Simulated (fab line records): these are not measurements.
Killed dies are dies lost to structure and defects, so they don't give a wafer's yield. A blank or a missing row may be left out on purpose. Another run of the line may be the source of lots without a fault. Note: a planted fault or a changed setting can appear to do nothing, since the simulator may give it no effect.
Comparing a struck lot with a sound one    flow sky130    19 steps out of a route of 708
Sound: these wafers, L602.3, L602.5, L602.6. Wafers struck: L595.2, L595.3, L595.5. The cause is named last.
At each step with rows: each side's tool, then ch and its chambers, then its first start. Under that, the readings that differ: sound wafers    struck wafers    difference of the means    sigmas: that difference in standard deviations of wafers without a fault.
alike: words and numbers the same on both sides, and readings whose means are apart by under 2 such deviations; not compared: readings that were withheld, readings missing a value for some wafer, numbers with overlapping values and no deviation given by the record, and bounds like >300 which may hide the same value.
The two part at a step that has a row with sigmas, a row that says differs or no value, or rows on one side only. Numbers that have no deviation but don't overlap get no sigmas and don't part them. A reading missing from all wafers of one side parts the sides only when that side holds two or more wafers.

first, 1 step without rows for these wafers: SKY_LDD_HVP_IMPLANT_08.
SKY_LDD_HVP_STRIP_09: strips in O2/N2.
  sound on plasma-asher-01 ch 0,1, day 26 00:52; struck on plasma-asher-01 ch 0,1, day 24 00:38
  alike: drypump-motor-current-A, oes-product-au, strip-time-to-endpoint-s
  not compared: rf-hours-counter-h
SKY_LDD_HVP_TW_MEAS_10:
  sound on film-metro-01 at day 26 00:57; struck on film-metro-03 at day 24 00:44
  alike: LDD_HVP_TW
then, 7 steps without rows for these wafers: SKY_LDD_LDN_DEHYDRATE_00 (time 60 s); SKY_LDD_LDN_HMDS_01 (prime time 60 s); SKY_LDD_LDN_COAT_02 (resist thk 1140 nm); SKY_LDD_LDN_SOFTBAKE_03 (time 60 s); SKY_LDD_LDN_EXPOSE_04 (exposes mask LDNTM, target cd 700 nm); SKY_LDD_LDN_PEB_05; SKY_LDD_LDN_DEVELOP_06 (develop time 60 s).
SKY_LDD_LDN_OVL_MEAS_07:
  sound on overlay-02 at day 27 06:17; struck on overlay-01 at day 25 05:59
  alike: LDD_LDN_OVL
after that, 1 step had no rows for these wafers: SKY_LDD_LDN_IMPLANT_08.
SKY_LDD_LDN_IMPLANT_09:
  sound on implanter-01 ch 0, day 27 06:31; struck on implanter-04 ch 0, day 25 06:31
then, 2 steps without rows for these wafers: SKY_LDD_LDN_IMPLANT_10; SKY_LDD_LDN_IMPLANT_11.
SKY_LDD_LDN_STRIP_12: strips in O2/N2.
  sound on plasma-asher-03 ch 0,1, day 27 06:57; struck on plasma-asher-02 ch 0,1, day 25 07:01
  alike: drypump-motor-current-A, oes-product-au, strip-time-to-endpoint-s
  not compared: rf-hours-counter-h
SKY_LDD_LDN_TW_MEAS_13:
  sound on film-metro-03 at day 27 07:02; struck on film-metro-04 at day 25 07:07
reading     sound           struck          difference  sigmas
LDD_LDN_TW  1464 1457 1460  1572 1565 1581  +112        +9
then, 1 step without rows for these wafers: SKY_LDD_LDN_CLEAN_14 (cleans in SC1/SC2, time 150 s).
-- a jump in the record: the struck wafers' starts before and after are 22 days apart (it breaks off in module LDD_LDN and resumes in module PAD_OPEN, where the first step shown is number 708 of the route) --
SKY_PAD_OPEN_PROBE_99:
  sound on prober-01 at day 48 16:30; struck on prober-02 at day 47 07:36
reading                          sound           struck          difference  sigmas
model.etest.tip-sonos.rs-ohm-sq  2690 2614 2705  2317 2344 2309  -346        
  alike: killed_at_M0_to_M3, killed_at_M4_up, killed-at-contacts, killed-at-front-end, killed-at-other, killed-dies, killed-open, killed-short

== WHERE THEY PART ==
Only at SKY_LDD_LDN_TW_MEAS_13, as far as this record shows. Later steps at which nothing parts them and some readings are alike: SKY_PAD_OPEN_PROBE_99.

WHY: what the simulator had put in
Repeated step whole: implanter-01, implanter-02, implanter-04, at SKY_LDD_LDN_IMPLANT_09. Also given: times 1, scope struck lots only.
